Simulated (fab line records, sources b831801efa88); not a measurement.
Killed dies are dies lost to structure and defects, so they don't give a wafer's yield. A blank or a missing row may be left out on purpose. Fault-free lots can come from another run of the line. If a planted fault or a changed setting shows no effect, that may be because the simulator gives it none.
Which of the tools did it?	flow gf180mcu	36 wafers from 12 lots sampled at 4 of the route's 602 steps

== WHAT THE GAUGES READ, wafer by wafer ==
GF_V2_BOW_MEAS_05.
lot	measured	on	V2_BOW (um)
L220	day 19 05:04	filmMetro-03	110 87 89
L221	day 19 16:19	filmMetro-02	100 92 104
L222	day 19 23:20	filmMetro-02	103 106 100
L225	day 20 18:19	filmMetro-02	98 97 99
L229	day 22 16:29	filmMetro-02	107 112 109
L231	day 23 07:28	filmMetro-02	99 99 96
L235	day 24 13:57	filmMetro-02	91 104 107
L239	day 25 19:38	filmMetro-02	98 107 103
L240	day 26 07:47	filmMetro-03	101 94 102
L241	day 27 04:28	filmMetro-02	92 93 79
L242	day 27 05:59	filmMetro-03	113 107 108
L243	day 27 18:23	filmMetro-03	99 97 87

== WHAT TOOL EACH LOT RAN ON (gives the tool, then ch and the chambers of the sampled wafers, and finally the start) ==
lot	GF_DUAL_GATE_OXIDATION_15	GF_M2_METAL_ETCH_16	GF_M2_STRIP_17
L220	furnace-02 ch 0, day 8 09:47	rieMetal-01 ch 0,1, day 19 03:50	plasmaAsher-02 ch 0,1, day 19 03:58
L221	furnace-02 ch 0, day 8 18:59	rieMetal-01 ch 0,1, day 19 15:06	plasmaAsher-01 ch 0,1, day 19 15:13
L222	furnace-02 ch 0, day 8 20:32	rieMetal-04 ch 0,1, day 19 21:57	plasmaAsher-02 ch 0,1, day 19 22:05
L225	furnace-02 ch 0, day 9 13:23	rieMetal-02 ch 0,1, day 20 17:04	plasmaAsher-02 ch 0,1, day 20 17:11
L229	furnace-01 ch 0, day 10 22:14	rieMetal-01 ch 0,1, day 22 15:10	plasmaAsher-03 ch 0,1, day 22 15:17
L231	furnace-01 ch 0, day 11 12:46	rieMetal-02 ch 0,1, day 23 06:15	plasmaAsher-02 ch 0,1, day 23 06:22
L235	furnace-02 ch 0, day 12 12:55	rieMetal-01 ch 0,1, day 24 12:42	plasmaAsher-03 ch 0,1, day 24 12:50
L239	furnace-01 ch 0, day 13 19:59	rieMetal-04 ch 0,1, day 25 18:25	plasmaAsher-03 ch 0,1, day 25 18:32
L240	furnace-01 ch 0, day 14 08:07	rieMetal-01 ch 0,1, day 26 06:31	plasmaAsher-02 ch 0,1, day 26 06:38
L241	furnace-02 ch 0, day 15 02:19	rieMetal-02 ch 0,1, day 27 03:14	plasmaAsher-02 ch 0,1, day 27 03:22
L242	furnace-01 ch 0, day 15 05:50	rieMetal-02 ch 0,1, day 27 04:45	plasmaAsher-02 ch 0,1, day 27 04:53
L243	furnace-02 ch 0, day 15 14:50	rieMetal-02 ch 0,1, day 27 17:09	plasmaAsher-03 ch 0,1, day 27 17:17
- GF_DUAL_GATE_OXIDATION_15: stabilise 600 s, purge 300 s, target thk 7.098 nm.
- GF_M2_METAL_ETCH_16: etches the open film in Cl2/BCl3, stops on SiO2, target depth 750.8 nm, time 125.1 s.
- GF_M2_STRIP_17: strips in O2/N2.

== AS READ BY THE TOOLS THEMSELVES (means over the sampled wafers that have a number; for cases with no such wafer, the mark the record gives instead) ==
GF_DUAL_GATE_OXIDATION_15.
lot	tool	spikeTcBottomC (C)	spikeTcCentreC (C)	spikeTcLowerC (C)	spikeTcTopC (C)	spikeTcUpperC (C)	tubeCenterTempC (C)	tube_center_temp_C_max
L220	furnace-02	867.5	850.6	850.0	862.4	849.9	849.99	851.9
L221	furnace-02	867.8	849.7	850.5	862.7	849.8	849.99	852.2
L222	furnace-02	867.0	850.0	850.0	861.3	849.8	849.98	852.3
L225	furnace-02	866.3	848.5	850.8	862.3	850.1	849.98	852.2
L229	furnace-01	886.5	868.2	869.2	882.0	867.3	867.23	869.5
L231	furnace-01	885.3	869.6	868.2	882.8	868.0	867.25	869.5
L235	furnace-02	867.6	849.9	850.8	861.7	850.2	850.01	852.0
L239	furnace-01	867.8	851.2	851.5	865.4	850.6	849.99	852.0
L240	furnace-01	868.0	851.2	852.6	865.2	850.0	850.04	852.6
L241	furnace-02	867.3	849.1	849.3	862.9	850.2	849.97	852.5
L242	furnace-01	867.7	852.0	850.9	865.1	851.3	849.98	852.2
L243	furnace-02	868.1	848.8	850.7	862.4	850.3	849.92	852.0

GF_M2_METAL_ETCH_16.
lot	tool	chamberPressureMTorr (mTorr)	drypumpMotorCurrentA (A)	oesProductAu (a.u.)	throttleValvePct (%)
L220	rieMetal-01	7.997	5.9	0.986	28.234
L221	rieMetal-01	8.001	5.9	0.986	28.241
L222	rieMetal-04	7.999	6.3	0.986	28.240
L225	rieMetal-02	8.000	5.8	0.984	28.236
L229	rieMetal-01	7.997	5.9	0.983	28.239
L231	rieMetal-02	7.998	6.1	0.984	28.239
L235	rieMetal-01	7.995	5.9	0.981	28.237
L239	rieMetal-04	8.001	5.8	0.979	28.235
L240	rieMetal-01	8.005	5.6	0.980	28.236
L241	rieMetal-02	7.999	6.0	0.986	28.236
L242	rieMetal-02	7.998	6.1	0.986	28.237
L243	rieMetal-02	8.004	6.0	0.984	28.237

GF_M2_STRIP_17.
lot	tool	chamberPressureMTorr (mTorr)	drypumpMotorCurrentA (A)	heaterPowerW (W)	oesProductAu (a.u.)	stripTimeToEndpointS (s)
L220	plasmaAsher-02	1499.7	5.7	372	0.541	7.37
L221	plasmaAsher-01	1500.3	5.2	332	0.542	7.45
L222	plasmaAsher-02	1499.9	5.7	373	0.542	7.41
L225	plasmaAsher-02	1500.7	5.7	369	0.540	7.42
L229	plasmaAsher-03	1500.0	5.5	332	0.535	7.48
L231	plasmaAsher-02	1500.7	5.7	369	0.538	7.47
L235	plasmaAsher-03	1500.5	5.8	341	0.541	7.45
L239	plasmaAsher-03	1500.2	5.8	334	0.545	7.46
L240	plasmaAsher-02	1500.2	5.6	371	0.537	7.41
L241	plasmaAsher-02	1498.9	5.7	365	0.543	7.43
L242	plasmaAsher-02	1500.4	5.7	372	0.535	7.43
L243	plasmaAsher-03	1499.3	5.7	335	0.539	7.39

== THE ANSWER, worked out from the rows above alone ==
Rule: what is usual is taken from the lots themselves. Put in order of their means at a reading, lots are off if they are a third of the lots or fewer, leave a main group of 4 or more, and stand apart from it by a gap of 3 or more times the standard deviation of the main group's means; of several such gaps the widest counts. A main group whose means are all the same, to the digits that the tables above print for the reading, isn't used. A lot without any number at a reading at which 4 lots or more have one is off too. All remaining lots with rows at the step are treated as sound. The gauges are gone through in route order, then the tools' own readings, and for those a lot's mean is taken as printed above. The first step at which some lot is off is used, and at that step the reading that is off furthest; a lot without a number counts as furthest.
Off: L229, L231 (GF_DUAL_GATE_OXIDATION_15, tubeCenterTempC). Mean 849.99 C and standard deviation 0.029 in the main group.
A tool fits if, at that step or a process step before it, it ran every lot that is off, and no sound lot after the first of them. No candidate that was tried fits.

== WHAT THE SIMULATOR HAD INSERTED ==
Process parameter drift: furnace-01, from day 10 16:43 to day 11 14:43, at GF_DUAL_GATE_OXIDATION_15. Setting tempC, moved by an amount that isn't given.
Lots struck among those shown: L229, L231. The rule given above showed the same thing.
